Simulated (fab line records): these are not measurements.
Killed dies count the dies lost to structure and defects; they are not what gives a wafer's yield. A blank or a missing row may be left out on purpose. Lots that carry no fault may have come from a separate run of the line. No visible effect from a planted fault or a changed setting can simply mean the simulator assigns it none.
fab line records	flow sky130
record: lots: 24	wafers: 72	last_day: 50
route steps=708 shown VIA1@480 METAL2@486 METAL3@568 VIA3@574 PAD_OPEN@707
lots with no fault: from the same line, run without faults
start_h: hours from the record's first day to the start of the lot's first wafer shown	wait_h: hours since the lot's step before	" as in the row above	L1.1+2: a single row standing in for several wafers	- no value, or no start was given	* or withheld: withheld	< > ~ a bound
route shown NAME@n: names a module that has steps shown in the file, with the first one's number in the route	usual: the fault-free wafers' mean and standard deviation	same: alike in all rows	chamber/n: place in a boat	sites: per-site readings	_std_site: the values' standard deviation	_edge_site: inner sites' mean taken away from outer sites' mean	radius_mm: for every site, how far away it sits from the centre of the wafer	mask NAME#n: copy n	behind: tool/chamber where the wafer was last shaped	hold: why the lot went on hold/how many hours it stayed there/how the hold came to an end	device: which transistor (n, p or np) failed to switch	end of line: the same wafers' tests at the end of the route	step lacking rows: just its recipe	killed: dies lost to structure and defects at the first sort, not the wafer's yield	map: shows each die of a wafer: x if killed, . if not, _ if none is there
set.NAME: setting as actually run; set.NAME@STEP: the setting as run at that earlier step	model.NAME: the simulator's own value behind a step, which no gauge read
route steps across a sampled set of lots; one table per step, one row per wafer
services: when a tool's chamber went out of use (start_h, in hours from the record's first day, below 0 if earlier), for how many hours, and the reason
== steps ==
step: SKY_VIA1_RS_MEAS_22
recipe: thk_meas_gauge: four-point-probe	reads: W_of_VIA1_CVD_21+TiN_of_VIA1_SPUTTER_20
usual: VIA1_W_RS: 0.423/0.0053
lot.wafer	tool	chamber	start_h	wait_h	VIA1_W_RS[ohm/sq]
L074.1	film_metro-02	-	782.32	0.1	0.423
L074.3	"	-	"	"	0.421
L074.5	"	-	"	"	0.419
L075.3	film_metro-02	-	811.61	0.1	0.427
L075.4	"	-	"	"	0.427
L075.5	"	-	"	"	0.425
L076.2	film_metro-02	-	826.49	0.1	0.424
L076.5	"	-	"	"	0.427
L076.6	"	-	"	"	0.423
L077.1	film_metro-01	-	835.78	0.1	0.422
L077.3	"	-	"	"	0.423
L077.5	"	-	"	"	0.427
L078.3	film_metro-01	-	851.42	0.1	0.424
L078.4	"	-	"	"	0.426
L078.6	"	-	"	"	0.427
L079.1	film_metro-01	-	853.52	0.2	0.415
L079.3	"	-	"	"	0.419
L079.5	"	-	"	"	0.416
L081.1	film_metro-02	-	854.93	0.1	0.425
L081.4	"	-	"	"	0.430
L081.6	"	-	"	"	0.424
L080.1	film_metro-02	-	856.51	0.1	0.422
L080.2	"	-	"	"	0.430
L080.6	"	-	"	"	0.428
L083.1	film_metro-03	-	857.12	0.1	0.427
L083.2	"	-	"	"	0.428
L083.6	"	-	"	"	0.427
L082.2	film_metro-03	-	860.91	0.1	0.420
L082.3	"	-	"	"	0.415
L082.5	"	-	"	"	0.413
L084.1	film_metro-01	-	874.88	0.1	0.421
L084.2	"	-	"	"	0.419
L084.3	"	-	"	"	0.422
L085.1	film_metro-01	-	877.02	0.1	0.422
L085.2	"	-	"	"	0.412
L085.6	"	-	"	"	0.421
L086.2	film_metro-01	-	883.56	0.1	0.425
L086.3	"	-	"	"	0.423
L086.6	"	-	"	"	0.430
L087.1	film_metro-03	-	895.64	0.1	0.421
L087.5	"	-	"	"	0.423
L087.6	"	-	"	"	0.418
L088.2	film_metro-01	-	903.29	0.1	0.420
L088.3	"	-	"	"	0.425
L088.5	"	-	"	"	0.429
L089.1	film_metro-03	-	904.79	0.1	0.421
L089.3	"	-	"	"	0.424
L089.6	"	-	"	"	0.425
L090.4	film_metro-01	-	909.27	0.1	0.431
L090.5	"	-	"	"	0.427
L090.6	"	-	"	"	0.427
L091.2	film_metro-01	-	919.88	0.1	0.439
L091.4	"	-	"	"	0.432
L091.5	"	-	"	"	0.432
L092.3	film_metro-01	-	939.41	0.1	0.416
L092.4	"	-	"	"	0.425
L092.6	"	-	"	"	0.420
L093.2	film_metro-01	-	946.00	0.1	0.419
L093.4	"	-	"	"	0.419
L093.5	"	-	"	"	0.419
L095.1	film_metro-02	-	950.43	0.1	0.422
L095.4	"	-	"	"	0.419
L095.6	"	-	"	"	0.422
L094.1	film_metro-02	-	954.87	0.1	0.421
L094.4	"	-	"	"	0.429
L094.6	"	-	"	"	0.420
L096.3	film_metro-03	-	955.88	0.1	0.423
L096.4	"	-	"	"	0.421
L096.5	"	-	"	"	0.423
L097.2	film_metro-02	-	966.62	0.1	0.421
L097.3	"	-	"	"	0.420
L097.5	"	-	"	"	0.418
step: SKY_METAL2_SPUTTER_03
recipe: material: Ti	target_thk_nm: 5	power_w: 3000	time_s: 3.3	chamber_pressure_pa: 0.4
usual: throttle_valve_pct: 29.7/0.93
lot.wafer	tool	chamber	start_h	wait_h	throttle_valve_pct
L074.1	pvd_sputter-03	-	782.87	0.0	28.5
L074.3	"	-	"	"	30.1
L074.5	"	-	"	"	28.9
L075.3	pvd_sputter-02	-	812.12	0.0	30.9
L075.4	"	-	"	"	31.7
L075.5	"	-	"	"	30.5
L076.2	pvd_sputter-02	-	827.02	0.0	31.5
L076.5	"	-	"	"	30.0
L076.6	"	-	"	"	31.3
L077.1	pvd_sputter-02	-	836.37	0.0	30.3
L077.3	"	-	"	"	30.5
L077.5	"	-	"	"	29.9
L078.3	pvd_sputter-03	-	851.95	0.0	29.1
L078.4	"	-	"	"	28.2
L078.6	"	-	"	"	30.1
L079.1	pvd_sputter-03	-	854.07	0.0	29.1
L079.3	"	-	"	"	29.5
L079.5	"	-	"	"	28.3
L081.1	pvd_sputter-02	-	855.48	0.0	31.4
L081.4	"	-	"	"	30.0
L081.6	"	-	"	"	30.4
L080.1	pvd_sputter-03	-	857.06	0.0	28.7
L080.2	"	-	"	"	30.2
L080.6	"	-	"	"	29.4
L083.1	pvd_sputter-01	-	857.67	0.0	28.4
L083.2	"	-	"	"	30.6
L083.6	"	-	"	"	29.4
L082.2	pvd_sputter-03	-	861.44	0.0	28.7
L082.3	"	-	"	"	29.5
L082.5	"	-	"	"	30.1
L084.1	pvd_sputter-03	-	875.43	0.0	29.0
L084.2	"	-	"	"	28.3
L084.3	"	-	"	"	29.4
L085.1	pvd_sputter-01	-	877.66	0.0	29.6
L085.2	"	-	"	"	30.8
L085.6	"	-	"	"	29.4
L086.2	pvd_sputter-03	-	884.09	0.0	29.5
L086.3	"	-	"	"	30.0
L086.6	"	-	"	"	30.1
L087.1	pvd_sputter-03	-	896.19	0.0	30.0
L087.5	"	-	"	"	30.1
L087.6	"	-	"	"	29.1
L088.2	pvd_sputter-03	-	903.83	0.0	29.0
L088.3	"	-	"	"	28.3
L088.5	"	-	"	"	29.5
L089.1	pvd_sputter-02	-	905.34	0.0	31.5
L089.3	"	-	"	"	30.5
L089.6	"	-	"	"	30.5
L090.4	pvd_sputter-03	-	909.77	0.0	30.2
L090.5	"	-	"	"	28.5
L090.6	"	-	"	"	29.5
L091.2	pvd_sputter-03	-	920.42	0.0	30.2
L091.4	"	-	"	"	29.0
L091.5	"	-	"	"	28.7
L092.3	pvd_sputter-01	-	939.92	0.0	28.6
L092.4	"	-	"	"	29.7
L092.6	"	-	"	"	30.8
L093.2	pvd_sputter-01	-	946.53	0.0	29.2
L093.4	"	-	"	"	29.9
L093.5	"	-	"	"	29.2
L095.1	pvd_sputter-02	-	950.98	0.0	30.0
L095.4	"	-	"	"	31.6
L095.6	"	-	"	"	31.6
L094.1	pvd_sputter-01	-	955.43	0.0	29.5
L094.4	"	-	"	"	29.9
L094.6	"	-	"	"	28.5
L096.3	pvd_sputter-02	-	956.39	0.0	30.6
L096.4	"	-	"	"	31.4
L096.5	"	-	"	"	31.7
L097.2	pvd_sputter-01	-	967.15	0.0	30.7
L097.3	"	-	"	"	28.4
L097.5	"	-	"	"	30.0
step: SKY_METAL3_METAL_ETCH_18
recipe: target_depth_a: 8450	stop_on: SiO2	over_etch_frac: 0.3095	time_s: 183.1	chemistry: Cl2/BCl3	resist_sidewall_deg: 88	pressure_mtorr: 10	icp_w: 900	bias_w: 48.5	Cl2_flow_sccm: 60	bcl3_flow_sccm: 30
usual: drypump_motor_current_A: 5.8/0.38	oes_product_au: 0.863/0.0055	throttle_valve_pct: 22.263/0.0082
same: over_etch_frac: 0.3095
lot.wafer	tool	chamber	start_h	wait_h	drypump_motor_current_A	oes_product_au	rf_hours_counter_h	throttle_valve_pct
L074.1	rie_metal-04	0	890.99	0.0	5.6	0.865	16	22.247
L074.3	"	1	"	"	5.5	0.860	-	22.260
L074.5	"	0	"	"	5.6	0.860	-	22.263
L075.3	rie_metal-02	0	918.65	0.1	5.4	0.867	-	22.280
L075.4	"	0	"	"	5.4	0.861	-	22.257
L075.5	"	0	"	"	5.4	0.857	-	22.261
L076.2	rie_metal-01	0	933.00	0.0	6.3	0.860	11	22.251
L076.5	"	0	"	"	6.3	0.868	-	22.260
L076.6	"	1	"	"	6.5	0.869	-	22.262
L077.1	rie_metal-04	1	939.33	0.0	5.5	0.865	2	22.269
L077.3	"	0	"	"	5.7	0.854	-	22.258
L077.5	"	1	"	"	5.5	0.852	-	22.263
L078.3	rie_metal-01	0	956.46	0.1	6.3	0.864	-	22.265
L078.4	"	1	"	"	6.5	0.861	-	22.270
L078.6	"	0	"	"	6.3	0.860	-	22.274
L079.1	rie_metal-04	0	957.47	0.0	5.6	0.855	18	22.260
L079.3	"	0	"	"	5.6	0.857	-	22.263
L079.5	"	0	"	"	5.6	0.856	-	22.261
L081.1	rie_metal-01	1	959.13	0.0	6.5	0.859	7	22.263
L081.4	"	0	"	"	6.3	0.860	-	22.260
L081.6	"	0	"	"	6.3	0.860	-	22.269
L080.1	rie_metal-02	1	960.20	0.0	5.7	0.869	8	22.272
L080.2	"	0	"	"	5.4	0.863	17	22.253
L080.6	"	0	"	"	5.4	0.873	-	22.267
L083.1	rie_metal-02	0	962.55	0.0	5.4	0.862	17	22.249
L083.2	"	1	"	"	5.7	0.859	9	22.265
L083.6	"	1	"	"	5.7	0.865	-	22.257
L082.2	rie_metal-01	1	965.18	0.0	6.5	0.864	7	22.263
L082.3	"	1	"	"	6.5	0.860	-	22.260
L082.5	"	1	"	"	6.5	0.865	-	22.253
L084.1	rie_metal-04	0	978.80	0.0	5.6	0.865	20	22.275
L084.2	"	1	"	"	5.5	0.859	4	22.259
L084.3	"	0	"	"	5.6	0.857	-	22.268
L085.1	rie_metal-02	0	981.04	0.0	5.4	0.863	18	22.278
L085.2	"	1	"	"	5.7	0.862	10	22.263
L085.6	"	1	"	"	5.7	0.861	-	22.252
L086.2	rie_metal-02	1	986.20	0.0	5.7	0.861	10	22.266
L086.3	"	1	"	"	5.7	0.859	-	22.264
L086.6	"	1	"	"	5.7	0.860	-	22.261
L087.1	rie_metal-01	1	998.04	0.0	6.5	0.861	8	22.270
L087.5	"	0	"	"	6.3	0.866	-	22.267
L087.6	"	1	"	"	6.5	0.872	-	22.259
L088.2	rie_metal-02	0	1004.80	0.0	5.4	0.866	19	22.257
L088.3	"	1	"	"	5.7	0.873	-	22.265
L088.5	"	1	"	"	5.7	0.871	-	22.260
L089.1	rie_metal-02	0	1005.98	0.0	5.4	0.870	19	22.260
L089.3	"	0	"	"	5.4	0.872	-	22.267
L089.6	"	0	"	"	5.4	0.874	-	22.280
L090.4	rie_metal-02	1	1009.45	0.1	5.7	0.858	-	22.252
L090.5	"	0	"	"	5.4	0.859	-	22.256
L090.6	"	1	"	"	5.7	0.864	-	22.260
L091.2	rie_metal-04	1	1019.46	0.1	5.6	0.862	-	22.259
L091.4	"	1	"	"	5.5	0.861	-	22.270
L091.5	"	1	"	"	5.5	0.857	-	22.262
L092.3	rie_metal-02	0	1037.90	0.1	5.4	0.866	-	22.262
L092.4	"	1	"	"	5.8	0.865	-	22.269
L092.6	"	1	"	"	5.7	0.864	-	22.245
L093.2	rie_metal-02	1	1042.43	0.0	5.7	0.875	14	22.268
L093.4	"	0	"	"	5.4	0.873	-	22.253
L093.5	"	0	"	"	5.4	0.870	-	22.254
L095.1	rie_metal-04	1	1047.09	0.0	5.5	0.873	9	22.282
L095.4	"	0	"	"	5.6	0.868	-	22.270
L095.6	"	0	"	"	5.6	0.863	-	22.274
L094.1	rie_metal-04	1	1049.54	0.0	5.5	0.863	9	22.269
L094.4	"	1	"	"	5.5	0.863	-	22.251
L094.6	"	1	"	"	5.5	0.870	-	22.261
L096.3	rie_metal-01	0	1052.54	0.1	6.3	0.870	-	22.271
L096.4	"	1	"	"	6.5	0.860	-	22.270
L096.5	"	1	"	"	6.5	0.873	-	22.263
L097.2	rie_metal-04	0	1061.09	0.0	5.6	0.850	1	22.260
L097.3	"	0	"	"	5.6	0.854	-	22.253
L097.5	"	1	"	"	5.5	0.864	-	22.260
step: SKY_VIA3_THK_MEAS_01
recipe: reads: SiO2_of_VIA3_HDPCVD_00
usual: VIA3_HDPCVD_THK: 1636/17
lot.wafer	tool	chamber	start_h	wait_h	VIA3_HDPCVD_THK[nm]
L074.1	film_metro-03	-	891.93	0.1	1635
L074.3	"	-	"	"	1648
L074.5	"	-	"	"	1622
L075.3	film_metro-03	-	919.76	0.1	1666
L075.4	"	-	"	"	1656
L075.5	"	-	"	"	1624
L076.2	film_metro-02	-	934.02	0.1	1623
L076.5	"	-	"	"	1633
L076.6	"	-	"	"	1612
L077.1	film_metro-03	-	940.35	0.2	1661
L077.3	"	-	"	"	1650
L077.5	"	-	"	"	1646
L078.3	film_metro-01	-	957.36	0.1	1659
L078.4	"	-	"	"	1647
L078.6	"	-	"	"	1657
L079.1	film_metro-01	-	958.41	0.1	1657
L079.3	"	-	"	"	1647
L079.5	"	-	"	"	1634
L081.1	film_metro-03	-	960.07	0.1	1634
L081.4	"	-	"	"	1643
L081.6	"	-	"	"	1625
L080.1	film_metro-03	-	961.14	0.1	1663
L080.2	"	-	"	"	1678
L080.6	"	-	"	"	1659
L083.1	film_metro-03	-	963.49	0.1	1658
L083.2	"	-	"	"	1631
L083.6	"	-	"	"	1630
L082.2	film_metro-03	-	966.13	0.1	1627
L082.3	"	-	"	"	1606
L082.5	"	-	"	"	1614
L084.1	film_metro-02	-	979.74	0.1	1623
L084.2	"	-	"	"	1602
L084.3	"	-	"	"	1614
L085.1	film_metro-01	-	982.02	0.1	1653
L085.2	"	-	"	"	1669
L085.6	"	-	"	"	1666
L086.2	film_metro-03	-	987.19	0.1	1656
L086.3	"	-	"	"	1651
L086.6	"	-	"	"	1651
L087.1	film_metro-02	-	999.02	0.1	1629
L087.5	"	-	"	"	1635
L087.6	"	-	"	"	1629
L088.2	film_metro-03	-	1005.75	0.1	1631
L088.3	"	-	"	"	1608
L088.5	"	-	"	"	1606
L089.1	film_metro-03	-	1006.92	0.1	1622
L089.3	"	-	"	"	1626
L089.6	"	-	"	"	1622
L090.4	film_metro-01	-	1010.41	0.0	1637
L090.5	"	-	"	"	1622
L090.6	"	-	"	"	1637
L091.2	film_metro-01	-	1020.53	0.1	1638
L091.4	"	-	"	"	1640
L091.5	"	-	"	"	1647
L092.3	film_metro-01	-	1038.80	0.1	1623
L092.4	"	-	"	"	1630
L092.6	"	-	"	"	1639
L093.2	film_metro-02	-	1043.38	0.1	1637
L093.4	"	-	"	"	1603
L093.5	"	-	"	"	1623
L095.1	film_metro-03	-	1048.03	0.1	1606
L095.4	"	-	"	"	1627
L095.6	"	-	"	"	1616
L094.1	film_metro-03	-	1050.48	0.1	1617
L094.4	"	-	"	"	1613
L094.6	"	-	"	"	1637
L096.3	film_metro-03	-	1053.44	0.1	1624
L096.4	"	-	"	"	1626
L096.5	"	-	"	"	1638
L097.2	film_metro-03	-	1062.08	0.1	1621
L097.3	"	-	"	"	1632
L097.5	"	-	"	"	1622
step: SKY_VIA3_THK_MEAS_23
recipe: thk_meas_gauge: xrf	reads: W_of_VIA3_CVD_21
usual: VIA3_W_THK: 387/5.8
lot.wafer	tool	chamber	start_h	wait_h	VIA3_W_THK[nm]
L074.1	film_metro-02	-	918.94	0.1	387
L074.3	"	-	"	"	396
L074.5	"	-	"	"	392
L075.3	film_metro-01	-	945.60	0.1	387
L075.4	"	-	"	"	386
L075.5	"	-	"	"	382
L076.2	film_metro-01	-	959.30	0.1	391
L076.5	"	-	"	"	386
L076.6	"	-	"	"	392
L077.1	film_metro-01	-	966.72	0.1	388
L077.3	"	-	"	"	392
L077.5	"	-	"	"	388
L078.3	film_metro-03	-	982.96	0.1	390
L078.4	"	-	"	"	385
L078.6	"	-	"	"	389
L079.1	film_metro-03	-	984.04	0.1	381
L079.3	"	-	"	"	372
L079.5	"	-	"	"	376
L081.1	film_metro-02	-	985.61	0.1	386
L081.4	"	-	"	"	388
L081.6	"	-	"	"	387
L080.1	film_metro-01	-	986.55	0.1	385
L080.2	"	-	"	"	386
L080.6	"	-	"	"	386
L083.1	film_metro-01	-	989.13	0.1	390
L083.2	"	-	"	"	393
L083.6	"	-	"	"	390
L082.2	film_metro-02	-	991.40	0.1	390
L082.3	"	-	"	"	393
L082.5	"	-	"	"	385
L084.1	film_metro-02	-	1004.55	0.1	387
L084.2	"	-	"	"	381
L084.3	"	-	"	"	383
L085.1	film_metro-01	-	1008.26	0.1	386
L085.2	"	-	"	"	384
L085.6	"	-	"	"	384
L086.2	film_metro-03	-	1012.11	0.1	378
L086.3	"	-	"	"	382
L086.6	"	-	"	"	377
L087.1	film_metro-01	-	1023.43	0.1	383
L087.5	"	-	"	"	395
L087.6	"	-	"	"	388
L088.2	film_metro-03	-	1030.13	0.1	376
L088.3	"	-	"	"	377
L088.5	"	-	"	"	380
L089.1	film_metro-01	-	1031.16	0.1	383
L089.3	"	-	"	"	383
L089.6	"	-	"	"	388
L090.4	film_metro-03	-	1034.28	0.1	382
L090.5	"	-	"	"	382
L090.6	"	-	"	"	379
L091.2	film_metro-01	-	1044.16	0.1	395
L091.4	"	-	"	"	391
L091.5	"	-	"	"	399
L092.3	film_metro-01	-	1061.64	0.1	389
L092.4	"	-	"	"	385
L092.6	"	-	"	"	391
L093.2	film_metro-02	-	1066.10	0.1	385
L093.4	"	-	"	"	382
L093.5	"	-	"	"	385
L095.1	film_metro-01	-	1071.39	0.1	396
L095.4	"	-	"	"	397
L095.6	"	-	"	"	402
L094.1	film_metro-01	-	1073.25	0.1	389
L094.4	"	-	"	"	384
L094.6	"	-	"	"	387
L096.3	film_metro-02	-	1076.31	0.1	389
L096.4	"	-	"	"	379
L096.5	"	-	"	"	383
L097.2	film_metro-03	-	1084.74	0.1	381
L097.3	"	-	"	"	384
L097.5	"	-	"	"	394
step: SKY_PAD_OPEN_BOW_MEAS_13
recipe: mode: bow
usual: PAD_OPEN_BOW: 46/8.1
lot.wafer	tool	chamber	start_h	wait_h	PAD_OPEN_BOW[um]
L074.1	film_metro-04	-	1063.69	-	40
L074.3	"	-	"	"	47
L074.5	"	-	"	"	40
L075.3	film_metro-02	-	1086.93	-	45
L075.4	"	-	"	"	60
L075.5	"	-	"	"	50
L076.2	film_metro-02	-	1099.95	-	55
L076.5	"	-	"	"	46
L076.6	"	-	"	"	54
L077.1	film_metro-02	-	1104.70	-	33
L077.3	"	-	"	"	36
L077.5	"	-	"	"	53
L078.3	film_metro-04	-	1120.98	-	45
L078.4	"	-	"	"	53
L078.6	"	-	"	"	39
L079.1	film_metro-01	-	1121.73	-	57
L079.3	"	-	"	"	46
L079.5	"	-	"	"	49
L081.1	film_metro-04	-	1122.44	-	44
L081.4	"	-	"	"	37
L081.6	"	-	"	"	46
L080.1	film_metro-01	-	1123.36	-	30
L080.2	"	-	"	"	37
L080.6	"	-	"	"	32
L083.1	film_metro-01	-	1125.45	-	49
L083.2	"	-	"	"	38
L083.6	"	-	"	"	49
L082.2	film_metro-02	-	1128.81	-	38
L082.3	"	-	"	"	32
L082.5	"	-	"	"	31
L084.1	film_metro-04	-	1139.04	-	50
L084.2	"	-	"	"	60
L084.3	"	-	"	"	55
L085.1	film_metro-02	-	1141.35	-	54
L085.2	"	-	"	"	55
L085.6	"	-	"	"	53
L086.2	film_metro-02	-	1144.85	-	36
L086.3	"	-	"	"	48
L086.6	"	-	"	"	47
L087.1	film_metro-04	-	1152.95	-	51
L087.5	"	-	"	"	47
L087.6	"	-	"	"	60
L088.2	film_metro-02	-	1158.90	-	46
L088.3	"	-	"	"	45
L088.5	"	-	"	"	36
L089.1	film_metro-01	-	1160.85	-	44
L089.3	"	-	"	"	55
L089.6	"	-	"	"	51
L090.4	film_metro-01	-	1162.82	-	58
L090.5	"	-	"	"	58
L090.6	"	-	"	"	57
L091.2	film_metro-01	-	1169.06	-	50
L091.4	"	-	"	"	46
L091.5	"	-	"	"	58
L092.3	film_metro-01	-	1184.02	-	31
L092.4	"	-	"	"	36
L092.6	"	-	"	"	37
L093.2	film_metro-01	-	1188.28	-	54
L093.4	"	-	"	"	50
L093.5	"	-	"	"	56
L095.1	film_metro-01	-	1189.32	-	45
L095.4	"	-	"	"	49
L095.6	"	-	"	"	49
L094.1	film_metro-04	-	1192.57	-	37
L094.4	"	-	"	"	42
L094.6	"	-	"	"	39
L096.3	film_metro-02	-	1194.59	-	44
L096.4	"	-	"	"	42
L096.5	"	-	"	"	42
L097.2	film_metro-02	-	1201.50	-	43
L097.3	"	-	"	"	49
L097.5	"	-	"	"	58
== services ==
tool	chamber	start_h	hours	kind
pvd_sputter-03	3	772.65	-	consumable_replace:kit
pvd_sputter-03	3	772.65	18.0	scheduled_down
pvd_sputter-03	3	772.65	18.0	vent_cycle
rie_metal-02	1	791.89	1.4	repair
rie_metal-04	-	817.85	1.0	repair
rie_metal-01	0	823.68	3.1	repair
rie_metal-04	-	844.59	1.9	repair
pvd_sputter-01	-	847.18	9.9	repair
rie_metal-04	-	866.96	0.1	repair
rie_metal-01	1	875.61	3.7	repair
pvd_sputter-02	-	882.23	5.3	repair
pvd_sputter-01	-	908.48	6.3	repair
rie_metal-02	1	917.19	34.6	repair
pvd_sputter-01	-	928.45	2.9	repair
pvd_sputter-01	-	935.12	4.5	repair
rie_metal-04	-	957.90	1.4	pm
rie_metal-01	-	966.51	2.8	pm
pvd_sputter-03	-	966.55	3.4	repair
rie_metal-01	-	975.36	3.6	repair
rie_metal-01	-	982.06	14.6	pm
pvd_sputter-02	-	1005.81	5.8	repair
rie_metal-04	-	1009.38	4.3	pm
rie_metal-02	0	1028.91	2.1	repair
rie_metal-04	1	1033.61	4.0	repair
== key ==
fault none
